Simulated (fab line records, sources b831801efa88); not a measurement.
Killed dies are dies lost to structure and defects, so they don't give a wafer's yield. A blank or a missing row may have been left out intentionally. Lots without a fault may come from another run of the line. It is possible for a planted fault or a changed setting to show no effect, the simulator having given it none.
Which tool did it? / flow sky130 / 13 lots with 39 wafers sampled at 4 steps, on a route of 708 steps

WHAT THE GAUGES SHOWED, per wafer
SKY_SD_N_CD_MEAS_07 targets a cd of 380 nm. Usual: cdNm reads 379.6 nm (standard deviation 2.3).
lot=L129; measured=day 27 21:27; on=cdSem-01; cdNm (nm)=377.9 379.5 377.7; flag=
lot=L131; measured=day 28 17:36; on=cdSem-02; cdNm (nm)=384.6 384.2 380.1; flag=
lot=L132; measured=day 29 05:49; on=cdSem-02; cdNm (nm)=383.9 382.7 383.8; flag=
lot=L133; measured=day 29 13:16; on=cdSem-02; cdNm (nm)=381.2 379.6 381.2; flag=
lot=L135; measured=day 29 23:58; on=cdSem-02; cdNm (nm)=379.6 382.3 379.6; flag=
lot=L136; measured=day 30 13:35; on=cdSem-02; cdNm (nm)=379.3 377.0 377.8; flag=
lot=L137; measured=day 31 11:14; on=cdSem-01; cdNm (nm)=379.5 377.4 377.4; flag=
lot=L144; measured=day 33 01:16; on=cdSem-02; cdNm (nm)=378.5 379.9 380.5; flag=
lot=L146; measured=day 33 18:56; on=cdSem-01; cdNm (nm)=383.3 383.8 382.6; flag=
lot=L145; measured=day 33 20:10; on=cdSem-02; cdNm (nm)=376.9 374.6 376.0; flag=
lot=L147; measured=day 34 00:56; on=cdSem-01; cdNm (nm)=381.2 379.2 375.9; flag=
lot=L149; measured=day 34 12:32; on=cdSem-02; cdNm (nm)=379.1 382.3 380.5; flag=
lot=L150; measured=day 34 16:53; on=cdSem-02; cdNm (nm)=380.6 378.9 380.0; flag=

SKY_CONTACT_BOW_MEAS_05. Usual: CONTACT_BOW gives 82 um (standard deviation 6.6).
lot=L129; measured=day 30 09:56; on=filmMetro-02; CONTACT_BOW (um)=71 74 78; flag=
lot=L131; measured=day 31 05:47; on=filmMetro-02; CONTACT_BOW (um)=79 99 88; flag=
lot=L132; measured=day 31 17:35; on=filmMetro-02; CONTACT_BOW (um)=81 83 91; flag=
lot=L133; measured=day 32 00:20; on=filmMetro-01; CONTACT_BOW (um)=81 82 94; flag=
lot=L135; measured=day 32 11:57; on=filmMetro-01; CONTACT_BOW (um)=79 93 85; flag=
lot=L144; measured=day 35 11:29; on=filmMetro-01; CONTACT_BOW (um)=69 73 88; flag=
lot=L146; measured=day 36 03:59; on=filmMetro-01; CONTACT_BOW (um)=93 81 87; flag=
lot=L145; measured=day 36 04:55; on=filmMetro-01; CONTACT_BOW (um)=68 89 81; flag=
lot=L147; measured=day 36 09:40; on=filmMetro-03; CONTACT_BOW (um)=78 83 99; flag=
lot=L149; measured=day 36 23:07; on=filmMetro-01; CONTACT_BOW (um)=80 79 76; flag=
lot=L150; measured=day 37 01:20; on=filmMetro-01; CONTACT_BOW (um)=80 73 86; flag=

WHAT TOOL EACH LOT RAN ON (gives the tool, then ch and the chambers of the sampled wafers, and finally the start)
lot=L129; SKY_SPACER_ETCHBACK_02=rieDiel-01 ch 1,2, day 22 23:07; SKY_LI_CONTACT_CMP_24=cmp-02 ch 0,2,3, day 29 04:17
lot=L131; SKY_SPACER_ETCHBACK_02=rieDiel-04 ch 0,2,3, day 23 21:04; SKY_LI_CONTACT_CMP_24=cmp-02 ch 0,1,2, day 30 00:04
lot=L132; SKY_SPACER_ETCHBACK_02=rieDiel-02 ch 0,3, day 24 10:25; SKY_LI_CONTACT_CMP_24=cmp-02 ch 1,3, day 30 12:22
lot=L133; SKY_SPACER_ETCHBACK_02=rieDiel-02 ch 0,1,3, day 24 17:53; SKY_LI_CONTACT_CMP_24=cmp-01 ch 0,1,2, day 30 19:40
lot=L135; SKY_SPACER_ETCHBACK_02=rieDiel-01 ch 1,3, day 25 06:21; SKY_LI_CONTACT_CMP_24=cmp-01 ch 2,3, day 31 06:40
lot=L136; SKY_SPACER_ETCHBACK_02=rieDiel-01 ch 0,3, day 25 21:15; SKY_LI_CONTACT_CMP_24=cmp-02 ch 1,2, day 31 20:16
lot=L137; SKY_SPACER_ETCHBACK_02=rieDiel-01 ch 1,2,3, day 26 19:11; SKY_LI_CONTACT_CMP_24=cmp-01 ch 0,2,3, day 32 16:53
lot=L144; SKY_SPACER_ETCHBACK_02=rieDiel-02 ch 2,3, day 28 12:45; SKY_LI_CONTACT_CMP_24=cmp-01 ch 0,1,2, day 34 07:04
lot=L146; SKY_SPACER_ETCHBACK_02=rieDiel-04 ch 0,1,2, day 29 05:44; SKY_LI_CONTACT_CMP_24=cmp-02 ch 1,2,3, day 35 00:26
lot=L145; SKY_SPACER_ETCHBACK_02=rieDiel-02 ch 0,1, day 29 08:00; SKY_LI_CONTACT_CMP_24=cmp-01 ch 0,2,3, day 35 01:40
lot=L147; SKY_SPACER_ETCHBACK_02=rieDiel-02 ch 0,1,2, day 29 12:20; SKY_LI_CONTACT_CMP_24=cmp-01 ch 2,3, day 35 06:26
lot=L149; SKY_SPACER_ETCHBACK_02=rieDiel-02 ch 1,2, day 30 01:34; SKY_LI_CONTACT_CMP_24=cmp-02 ch 0,3, day 35 17:49
lot=L150; SKY_SPACER_ETCHBACK_02=rieDiel-01 ch 0,2, day 30 05:10; SKY_LI_CONTACT_CMP_24=cmp-02 ch 0,1,3, day 35 21:58
- SKY_SPACER_ETCHBACK_02: etches Si3N4 in CH3F/O2, stops on SiO2, time 46.7 s, target depth 45 nm.
- SKY_LI_CONTACT_CMP_24: polishes, stops on PSG, t overpolish 20 s, target thk 0 nm.

AS READ BY THE TOOLS THEMSELVES (means over the sampled wafers that have a number; for cases with no such wafer, the mark the record gives instead)
SKY_SPACER_ETCHBACK_02. Usual: biasW 79.99 W, standard deviation 0.24; drypumpMotorCurrentA 5.78 A, standard deviation 0.26; oesProductAu 0.855 a.u., standard deviation 0.0062; throttleValvePct 10.562 %, standard deviation 0.0092.
lot=L129; tool=rieDiel-01; biasW (W)=79.99; drypumpMotorCurrentA (A)=5.91; oesProductAu (a.u.)=0.855; throttleValvePct (%)=10.551; flag=
lot=L131; tool=rieDiel-04; biasW (W)=79.88; drypumpMotorCurrentA (A)=5.62; oesProductAu (a.u.)=0.856; throttleValvePct (%)=10.563; flag=
lot=L132; tool=rieDiel-02; biasW (W)=80.03; drypumpMotorCurrentA (A)=5.75; oesProductAu (a.u.)=0.850; throttleValvePct (%)=10.570; flag=
lot=L133; tool=rieDiel-02; biasW (W)=80.10; drypumpMotorCurrentA (A)=5.68; oesProductAu (a.u.)=0.854; throttleValvePct (%)=10.567; flag=
lot=L135; tool=rieDiel-01; biasW (W)=79.85; drypumpMotorCurrentA (A)=5.81; oesProductAu (a.u.)=0.855; throttleValvePct (%)=10.562; flag=
lot=L136; tool=rieDiel-01; biasW (W)=79.70; drypumpMotorCurrentA (A)=5.65; oesProductAu (a.u.)=0.858; throttleValvePct (%)=10.562; flag=
lot=L137; tool=rieDiel-01; biasW (W)=80.06; drypumpMotorCurrentA (A)=5.87; oesProductAu (a.u.)=0.855; throttleValvePct (%)=10.563; flag=
lot=L144; tool=rieDiel-02; biasW (W)=79.92; drypumpMotorCurrentA (A)=6.11; oesProductAu (a.u.)=0.852; throttleValvePct (%)=10.559; flag=
lot=L146; tool=rieDiel-04; biasW (W)=80.01; drypumpMotorCurrentA (A)=5.64; oesProductAu (a.u.)=0.852; throttleValvePct (%)=10.567; flag=
lot=L145; tool=rieDiel-02; biasW (W)=80.25; drypumpMotorCurrentA (A)=5.37; oesProductAu (a.u.)=0.852; throttleValvePct (%)=10.560; flag=
lot=L147; tool=rieDiel-02; biasW (W)=80.12; drypumpMotorCurrentA (A)=5.60; oesProductAu (a.u.)=0.853; throttleValvePct (%)=10.564; flag=
lot=L149; tool=rieDiel-02; biasW (W)=80.29; drypumpMotorCurrentA (A)=5.51; oesProductAu (a.u.)=0.855; throttleValvePct (%)=10.558; flag=
lot=L150; tool=rieDiel-01; biasW (W)=79.75; drypumpMotorCurrentA (A)=5.70; oesProductAu (a.u.)=0.859; throttleValvePct (%)=10.561; flag=

SKY_LI_CONTACT_CMP_24. Usual: edgeZonePressureFrac 1.000, standard deviation 0.0046; headPressurePsi 3.500 psi, standard deviation 0.0067; motorCurrentA 11.1 A, standard deviation 1.1; overpolishRunS 20.000 s, standard deviation 0.0094; timeToEndpointS 98 s, standard deviation 6.6.
lot=L129; tool=cmp-02; edgeZonePressureFrac=1.000; headPressurePsi (psi)=3.497; motorCurrentA (A)=11.3; overpolishRunS (s)=19.993; timeToEndpointS (s)=99; flag=
lot=L131; tool=cmp-02; edgeZonePressureFrac=1.000; headPressurePsi (psi)=3.498; motorCurrentA (A)=10.4; overpolishRunS (s)=19.993; timeToEndpointS (s)=97; flag=
lot=L132; tool=cmp-02; edgeZonePressureFrac=0.999; headPressurePsi (psi)=3.507; motorCurrentA (A)=12.7; overpolishRunS (s)=19.994; timeToEndpointS (s)=99; flag=
lot=L133; tool=cmp-01; edgeZonePressureFrac=1.001; headPressurePsi (psi)=3.499; motorCurrentA (A)=11.1; overpolishRunS (s)=20.000; timeToEndpointS (s)=92; flag=
lot=L135; tool=cmp-01; edgeZonePressureFrac=0.997; headPressurePsi (psi)=3.502; motorCurrentA (A)=10.9; overpolishRunS (s)=20.002; timeToEndpointS (s)=100; flag=
lot=L136; tool=cmp-02; edgeZonePressureFrac=-; headPressurePsi (psi)=-; motorCurrentA (A)=-; overpolishRunS (s)=-; timeToEndpointS (s)=-; flag=OFF
lot=L137; tool=cmp-01; edgeZonePressureFrac=-; headPressurePsi (psi)=-; motorCurrentA (A)=-; overpolishRunS (s)=-; timeToEndpointS (s)=-; flag=OFF
lot=L144; tool=cmp-01; edgeZonePressureFrac=1.001; headPressurePsi (psi)=3.501; motorCurrentA (A)=10.9; overpolishRunS (s)=20.001; timeToEndpointS (s)=92; flag=
lot=L146; tool=cmp-02; edgeZonePressureFrac=1.000; headPressurePsi (psi)=3.501; motorCurrentA (A)=11.1; overpolishRunS (s)=19.997; timeToEndpointS (s)=100; flag=
lot=L145; tool=cmp-01; edgeZonePressureFrac=0.997; headPressurePsi (psi)=3.496; motorCurrentA (A)=11.2; overpolishRunS (s)=20.005; timeToEndpointS (s)=101; flag=
lot=L147; tool=cmp-01; edgeZonePressureFrac=1.004; headPressurePsi (psi)=3.503; motorCurrentA (A)=10.9; overpolishRunS (s)=20.002; timeToEndpointS (s)=102; flag=
lot=L149; tool=cmp-02; edgeZonePressureFrac=1.001; headPressurePsi (psi)=3.498; motorCurrentA (A)=12.1; overpolishRunS (s)=19.992; timeToEndpointS (s)=104; flag=
lot=L150; tool=cmp-02; edgeZonePressureFrac=0.999; headPressurePsi (psi)=3.498; motorCurrentA (A)=11.6; overpolishRunS (s)=20.005; timeToEndpointS (s)=95; flag=

THE ANSWER, worked out from the rows above alone
Rule: lot off if the mean of its wafers having a number is beyond 3 standard deviations from the usual mean. Also off: a lot with no number at a reading for which 4 or more lots have one. The other lots that the step has rows for count as sound. The gauges are gone through in route order, then the tools' own readings, and for those a lot's mean is taken as printed above. The first step at which some lot is off is used, and at that step the reading that is off furthest; a lot without a number counts as furthest.
Off: L136, L137, at SKY_LI_CONTACT_CMP_24 (edgeZonePressureFrac). Without a number there: L136, L137.
If a tool, at that step or one of the process steps before it, ran each lot that is off and ran no sound lot following the first of them, it fits. No candidate that was tried fits.

WHAT THE SIMULATOR PUT IN
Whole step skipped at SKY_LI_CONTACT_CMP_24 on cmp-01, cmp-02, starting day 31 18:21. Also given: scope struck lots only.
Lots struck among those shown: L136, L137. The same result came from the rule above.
